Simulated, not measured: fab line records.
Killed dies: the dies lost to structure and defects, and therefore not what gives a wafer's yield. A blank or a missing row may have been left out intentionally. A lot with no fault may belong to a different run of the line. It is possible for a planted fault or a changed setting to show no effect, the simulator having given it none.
Comparing a struck lot with a sound one | flow sky130 | 43 steps out of a route of 708
Sound: the wafers L555.2, L555.3, L555.4. Struck: wafers L566.1, L566.3. (L566.5 of the same lot was not struck and is left out.) The cause comes at the end.
For every step that has rows: the tool of each side, followed by ch and its chambers, followed by its first start. Under that, the readings that differ: sound wafers | struck wafers | difference of the means | sigmas: that difference in standard deviations of wafers without a fault.
alike: same words and numbers on both sides, and readings whose means sit less than 2 such deviations apart. not compared: any withheld reading, any reading some wafer has no value for, any bound like >300 that may hide the same value, and any number with overlapping values for which the record gives no deviation.
A row with sigmas, a row that says differs or no value, or rows on one side alone: a step with any of these is where the two part. When numbers do not overlap yet have no deviation, they are printed without sigmas and do not part them. A reading missing from all wafers of one side parts the sides only when that side holds two or more wafers.

first, 7 steps without rows for these wafers: SKY_METAL4_HMDS_06 (prime time 60 s); SKY_METAL4_COAT_07 (resist thk 60 nm); SKY_METAL4_COAT_08 (resist thk 1140 nm); SKY_METAL4_SOFTBAKE_09 (time 90 s); SKY_METAL4_EXPOSE_10 (exposes mask MM4, target cd 300 nm); SKY_METAL4_PEB_11; SKY_METAL4_DEVELOP_12 (develop time 60 s).
SKY_METAL4_CD_MEAS_13 targets a cd of 300 nm.
  struck on cdSem-01, day 46 03:14; sound on cdSem-02, day 43 00:56
  alike: cdNm
SKY_METAL4_OVL_MEAS_14:
  struck on overlay-01, day 46 03:21; sound on overlay-02, day 43 01:03
reading         | sound  | struck | difference | sigmas
METAL4_OVL (nm) | 1 2 -1 | 13 11  | +11        | +2
then, 1 step without rows for these wafers: SKY_METAL4_DESCUM_15 (chemistry O2, time 8 s).
SKY_METAL4_ETCH_16: etches BARC in N2/H2, stops on SiO2, time 88.2 s, target depth 60 nm.
  sound on rieMetal-04 ch 0,1, day 43 01:07; struck on rieMetal-03 ch 0, day 46 03:25
  alike: drypumpMotorCurrentA, h2FlowSccm, oesProductAu, throttleValvePct
  not compared: rfHoursCounterH
then, 1 step without rows for these wafers: SKY_METAL4_ETCH_17 (etches SiO2 in C4F8/O2/Ar, stops on TiN, time 3.9 s, target depth 15 nm).
SKY_METAL4_METAL_ETCH_18: etches the open film in Cl2/BCl3, stops on SiO2, target depth 845 nm, time 183.1 s.
  sound on rieMetal-01 ch 0,1, day 43 01:14; struck on rieMetal-01 ch 0, day 46 03:32
  alike: drypumpMotorCurrentA, mfcCl2Sccm, oesProductAu, throttleValvePct
  not compared: rfHoursCounterH
then, 5 steps without rows for these wafers: SKY_METAL4_STRIP_19 (strips in O2/N2); SKY_METAL4_STRIP_20 (strips in post etch residue remover, time 1200 s); SKY_METAL4_CLEAN_21 (cleans in IPA, time 180 s); SKY_METAL4_CLEAN_22 (cleans in O3/DIW); SKY_VIA4_HDPCVD_00 (deposits SiO2, target thk 1750 nm, time 291.7 s).
SKY_VIA4_THK_MEAS_01:
  struck on filmMetro-04, day 46 04:29; sound on filmMetro-04, day 43 02:11
  alike: VIA4_HDPCVD_THK
SKY_VIA4_CMP_02: polishes SiO2.
  sound on cmp-02 ch 0,1,2, day 43 02:14; struck on cmp-01 ch 1,2, day 46 04:35
  alike: motorCurrentA
SKY_VIA4_BOW_MEAS_03:
  struck on filmMetro-04, day 46 04:53; sound on filmMetro-01, day 43 02:33
  alike: VIA4_BOW
then, 7 steps without rows for these wafers: SKY_VIA4_DEHYDRATE_04 (time 60 s); SKY_VIA4_HMDS_05 (prime time 60 s); SKY_VIA4_COAT_06 (resist thk 1140 nm); SKY_VIA4_SOFTBAKE_07 (time 60 s); SKY_VIA4_EXPOSE_08 (exposes mask VIM4, target cd 800 nm); SKY_VIA4_PEB_09; SKY_VIA4_DEVELOP_10 (develop time 60 s).
SKY_VIA4_OVL_MEAS_11:
  struck on overlay-02, day 47 00:46; sound on overlay-01, day 44 00:53
  alike: VIA4_OVL
then, 1 step without rows for these wafers: SKY_VIA4_ETCH_12 (etches SiO2 in C4F8/O2/Ar, stops on TiN, target depth 580 nm).
SKY_VIA4_STRIP_13: strips in O2/N2.
  sound on plasmaAsher-02 ch 0,1, day 44 00:59; struck on plasmaAsher-02 ch 1, day 47 00:53
  alike: drypumpMotorCurrentA, oesProductAu, stripTimeToEndpointS
  not compared: rfHoursCounterH
then, 5 steps without rows for these wafers: SKY_VIA4_STRIP_14 (strips in post etch residue remover, time 1200 s); SKY_VIA4_CLEAN_15 (cleans in IPA, time 180 s); SKY_VIA4_CLEAN_16 (cleans in O3/DIW); SKY_VIA4_SPUTTER_17 (material TiN, target thk 20 nm, time 80 s); SKY_VIA4_CVD_18 (deposits W, target thk 505 nm, time 152.14 s).
SKY_VIA4_RS_MEAS_19: a four-point-probe measurement.
  struck on filmMetro-03, day 47 01:41; sound on filmMetro-03, day 44 01:49
  alike: VIA4_W_RS
SKY_VIA4_THK_MEAS_20: measures by xrf.
  struck on filmMetro-03, day 47 01:49; sound on filmMetro-03, day 44 01:56
  alike: VIA4_W_THK
SKY_VIA4_CMP_21: polishes, stops on SiO2, t overpolish 25 s, target thk 0 nm.
  sound on cmp-02 ch 1,2,3, day 44 01:59; struck on cmp-01 ch 0,3, day 47 01:55
  alike: motorCurrentA, overpolishRunS, timeToEndpointS
SKY_METAL5_SPUTTER_00: material Ti, target thk 15 nm, time 10 s.
  struck on pvdSputter-01, day 47 02:10; sound on pvdSputter-01, day 44 02:17
  alike: cathodeDcPowerW, throttleValvePct
then, 2 steps without rows for these wafers: SKY_METAL5_SPUTTER_01 (material TiN, target thk 20 nm, time 16.7 s); SKY_METAL5_SPUTTER_02 (material AlCu, target thk 1150 nm, time 61.2 s).
-- the record jumps here: 3 days lie between the struck wafers' starts before and after (it left off in module METAL5 and takes up again in module PAD_OPEN, whose first step shown is number 708 of the route) --
SKY_PAD_OPEN_PROBE_99:
  struck on prober-01, day 49 14:15; sound on prober-01, day 46 22:20
reading                               | sound             | struck      | difference | sigmas
defectLimitedYield (%)                | 82.1 82.9 83.7    | 75.2 73.8   | -8.4       | -5
killed_at_M4_up                       | 4 1 1             | 50 46       | +46        | +23
killedDies                            | 88 84 80          | 122 129     | +42        | +5
sort_bin_3_pad_short (%)              | 0.6 0.4 1.0       | 3.3 1.0     | +1.5       | +3
sort_bin_5_function (%)               | 10.6 10.6 10.4    | 14.6 17.7   | +5.6       | +4
sortNPass                             | 404 408 412       | 370 363     | -42        | -5
sortYieldPct (%)                      | 82.1 82.9 83.7    | 75.2 73.8   | -8.4       | -5
model.etest.tester.sortNPass          | 404 408 412       | 370 363     | -42        | 
model.etest.tester.sortYieldPct (%)   | 82.11 82.93 83.74 | 75.2 73.78  | -8.4       | 
model.etest.tester.sort_bin_5_pct (%) | 10.57 10.57 10.37 | 14.63 17.68 | +5.65      | 
  alike: killed_at_M0_to_M3, killedAtContacts, killedAtFrontEnd, killedAtOther, killedOpen, killedShort, sort_bin_6_memory
  not compared: model.etest.tester.sort_bin_3_pct

WHERE THEY PART
First at SKY_METAL4_OVL_MEAS_14; last, within this record, at SKY_PAD_OPEN_PROBE_99.

WHY: what had been put in by the simulator
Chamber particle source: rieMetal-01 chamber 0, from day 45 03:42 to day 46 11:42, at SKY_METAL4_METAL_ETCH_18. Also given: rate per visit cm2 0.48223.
